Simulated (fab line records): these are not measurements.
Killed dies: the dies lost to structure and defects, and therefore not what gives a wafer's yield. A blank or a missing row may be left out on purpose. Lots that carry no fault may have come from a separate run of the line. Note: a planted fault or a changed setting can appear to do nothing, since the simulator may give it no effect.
Lot-split experiment :: flow sfqLine :: 23 wafers read across 5 lots, on a route 325 steps long

## ON THE SPLIT
At SFQ_TRILAYER_R5_LITHO_PEB_139 (peb time 60 s), the setting pebTempC was moved away from the recipe's 115 C on 12 of the 23 wafers read, by -3.0% to +3.2%. All remaining wafers had this setting at the recipe value.

## FROM SPLIT TO READING: 1 step shown by the file between the two
- SFQ_TRILAYER_R5_LITHO_DEVELOP_138: time 60 s

## THE READING
R5.cdNm (the simulator's own value, which no gauge read), in nm, at SFQ_TRILAYER_R5_BARC_OPEN_METAL_ETCH_177 (etches BARC in O2, target depth 125 nm, time 41.7 s). No usual value for it is given in the file. Across the 11 wafers here that went through the recipe, the average is 499.5 nm and the standard deviation 1.6 nm.

wafer: L075.1
tool, chamber at the split: lithoTrack-02, 0
pebTempC as run, C: 115
against the recipe: recipe
R5.cdNm, nm: 500.1
against lot-mates on the recipe: -

wafer: L075.5
tool, chamber at the split: lithoTrack-02, 0
pebTempC as run, C: 115
against the recipe: recipe
R5.cdNm, nm: 499.1
against lot-mates on the recipe: -

wafer: L075.6
tool, chamber at the split: lithoTrack-02, 0
pebTempC as run, C: 115
against the recipe: recipe
R5.cdNm, nm: 499.1
against lot-mates on the recipe: -

wafer: L080.1
tool, chamber at the split: lithoTrack-03, 0
pebTempC as run, C: 115
against the recipe: recipe
R5.cdNm, nm: 499.5
against lot-mates on the recipe: -

wafer: L080.2
tool, chamber at the split: lithoTrack-03, 0
pebTempC as run, C: 114
against the recipe: -0.9%
R5.cdNm, nm: 517.1
against lot-mates on the recipe: +17.9

wafer: L080.3
tool, chamber at the split: lithoTrack-03, 0
pebTempC as run, C: 114
against the recipe: -0.9%
R5.cdNm, nm: 518.4
against lot-mates on the recipe: +19.1

wafer: L080.4
tool, chamber at the split: lithoTrack-03, 0
pebTempC as run, C: 115
against the recipe: recipe
R5.cdNm, nm: 499
against lot-mates on the recipe: -

wafer: L080.5
tool, chamber at the split: lithoTrack-03, 0
pebTempC as run, C: 114
against the recipe: -0.9%
R5.cdNm, nm: 516.7
against lot-mates on the recipe: +17.5

wafer: L081.2
tool, chamber at the split: lithoTrack-03, 0
pebTempC as run, C: 115
against the recipe: recipe
R5.cdNm, nm: 498
against lot-mates on the recipe: -

wafer: L081.3
tool, chamber at the split: lithoTrack-03, 0
pebTempC as run, C: 115
against the recipe: recipe
R5.cdNm, nm: 497.3
against lot-mates on the recipe: -

wafer: L081.4
tool, chamber at the split: lithoTrack-03, 0
pebTempC as run, C: 118.7
against the recipe: +3.2%
R5.cdNm, nm: 439.3
against lot-mates on the recipe: -58.3

wafer: L081.5
tool, chamber at the split: lithoTrack-03, 0
pebTempC as run, C: 118.7
against the recipe: +3.2%
R5.cdNm, nm: 438.4
against lot-mates on the recipe: -59.2

wafer: L081.6
tool, chamber at the split: lithoTrack-03, 0
pebTempC as run, C: 118.7
against the recipe: +3.2%
R5.cdNm, nm: 440.5
against lot-mates on the recipe: -57.1

wafer: L083.2
tool, chamber at the split: lithoTrack-02, 0
pebTempC as run, C: 115
against the recipe: recipe
R5.cdNm, nm: 502.5
against lot-mates on the recipe: -

wafer: L083.3
tool, chamber at the split: lithoTrack-02, 0
pebTempC as run, C: 113
against the recipe: -1.7%
R5.cdNm, nm: 541.1
against lot-mates on the recipe: +38.6

wafer: L083.4
tool, chamber at the split: lithoTrack-02, 0
pebTempC as run, C: 113
against the recipe: -1.7%
R5.cdNm, nm: 539.2
against lot-mates on the recipe: +36.7

wafer: L083.6
tool, chamber at the split: lithoTrack-02, 0
pebTempC as run, C: 113
against the recipe: -1.7%
R5.cdNm, nm: 539.2
against lot-mates on the recipe: +36.7

wafer: L083.5
tool, chamber at the split: lithoTrack-02, 0
pebTempC as run, C: 115
against the recipe: recipe
R5.cdNm, nm: 502.6
against lot-mates on the recipe: -

wafer: L085.1
tool, chamber at the split: lithoTrack-01, 0
pebTempC as run, C: 115
against the recipe: recipe
R5.cdNm, nm: 498.2
against lot-mates on the recipe: -

wafer: L085.2
tool, chamber at the split: lithoTrack-01, 0
pebTempC as run, C: 111.5
against the recipe: -3.0%
R5.cdNm, nm: 570.9
against lot-mates on the recipe: +72.3

wafer: L085.4
tool, chamber at the split: lithoTrack-01, 0
pebTempC as run, C: 111.5
against the recipe: -3.0%
R5.cdNm, nm: 570.5
against lot-mates on the recipe: +71.9

wafer: L085.5
tool, chamber at the split: lithoTrack-01, 0
pebTempC as run, C: 111.5
against the recipe: -3.0%
R5.cdNm, nm: 570.8
against lot-mates on the recipe: +72.2

wafer: L085.6
tool, chamber at the split: lithoTrack-01, 0
pebTempC as run, C: 115
against the recipe: recipe
R5.cdNm, nm: 499
against lot-mates on the recipe: -

THE FIT
A straight line over all 23 wafers: R5.cdNm changes by -20.9 nm for each +1% of pebTempC; r = -1.00; the points scatter about the line by 3.6 nm.
The same after taking each lot's own level away (the mean of its wafers on the recipe; 23 wafers): -20.6 nm for each +1%; r = -0.99; scatter 4 nm.
The reading moves by 66 nm for the largest change in pebTempC, on that fit.
From 497.65 to 502.55 nm: that is the span of the lots' own levels, equal to 3.0 times the standard deviation above.
The two slopes are in agreement: the lot-to-lot level therefore moves the slope only a little.
Check: -65.3 nm against its lot-mates is what the line predicts for one of the wafers moved furthest among these (+3.2%) when that wafer is left out of the fit. Against them it came out at -58.3 nm.

## THESE WAFERS: OTHER SPLITS
Note: prior to the reading, these wafers also went through further splits. Each is held against what the fit with the lots' levels taken away leaves over:
other split on the same wafers: SFQ_TRILAYER_I4_CMP_CMP_100 leaveAboveRefNm
wafers away from the commonest value: 5
r with R5.cdNm (lot level and that fit taken away): -0.17

other split on the same wafers: SFQ_TRILAYER_I4_VIA_LITHO_COAT_103 spinRpm
wafers away from the commonest value: 9
r with R5.cdNm (lot level and that fit taken away): -0.11

other split on the same wafers: SFQ_TRILAYER_I4_VIA_BARC_OPEN_VIA_ETCH_146 sourceW
wafers away from the commonest value: 7
r with R5.cdNm (lot level and that fit taken away): -0.13

other split on the same wafers: SFQ_TRILAYER_JJ_TRILAYER_DEP_SPUTTER_112 timeS
wafers away from the commonest value: 7
r with R5.cdNm (lot level and that fit taken away): +0.32

other split on the same wafers: SFQ_TRILAYER_JJ_CE_LITHO_COAT_119 resistThkNm
wafers away from the commonest value: 8
r with R5.cdNm (lot level and that fit taken away): -0.14

other split on the same wafers: SFQ_TRILAYER_JJ_CE_ETCH_RIE_118 icpW
wafers away from the commonest value: 6
r with R5.cdNm (lot level and that fit taken away): +0.34

other split on the same wafers: SFQ_TRILAYER_M5_LITHO_COAT_123 resistThkNm
wafers away from the commonest value: 11
r with R5.cdNm (lot level and that fit taken away): -0.32

other split on the same wafers: SFQ_TRILAYER_M5_ETCH_METAL_ETCH_126 biasW
wafers away from the commonest value: 8
r with R5.cdNm (lot level and that fit taken away): +0.21

## THE FILE'S OWN FIT
R5.cdNm changes by -20.8 nm for each +1% of pebTempC, r = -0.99.
